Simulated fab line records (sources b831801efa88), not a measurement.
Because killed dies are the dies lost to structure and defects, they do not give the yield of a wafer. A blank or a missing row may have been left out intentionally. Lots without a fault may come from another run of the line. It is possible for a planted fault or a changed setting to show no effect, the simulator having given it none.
Matching of chambers -- flow sky130 -- rie_diel-04 running SKY_CONTACT_ETCH_16: 4 sister chambers
The step etches BARC in N2/H2, stops on SiO2, time 45.9 s, target depth 60 nm. 4 wafers are shown with their chamber, then 10 later ones without.

## WAFERS WITH THEIR CHAMBER
wafer,chamber,drypump_motor_current_A (A)
L079.4,1,5.7
L084.6,2,6.0
L087.1,3,5.8
L087.2,0,5.5

## WAFERS WITH NO CHAMBER GIVEN
wafer,drypump_motor_current_A (A)
L087.3,5.7
L090.2,5.8
L090.3,5.6
L090.5,5.7
L093.2,5.8
L093.3,6.0
L093.5,5.8
L097.1,6.0
L097.4,5.6
L097.5,5.7

## EACH ONE'S CHAMBER
wafer,from the rows above,in truth
L087.3,1,1
L090.2,3,3
L090.3,can't be placed: 0 or 1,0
L090.5,1,1
L093.2,3,3
L093.3,2,2
L093.5,3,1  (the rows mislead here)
L097.1,2,2
L097.4,can't be placed: 0 or 1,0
L097.5,1,1
7 of 10 placed correctly. Cannot be placed on the basis of these rows: 2; the candidates contain the true chamber in 2. Placed wrongly: 1.
How it was worked out, from the rows above alone: a wafer's distance from a chamber is the root of the sum, over the readings, of the square of ((its reading less the chamber's mean) divided by the reading's scatter). If the next closest chamber is less than 2 further off than the closest, the wafer can't be placed; otherwise it belongs to the closest. For every chamber, the mean is computed from those of its wafers that are shown. The scatter (one wafer shown for each chamber): square how far every hidden wafer sits from the nearest shown wafer, average those squares and take the square root.
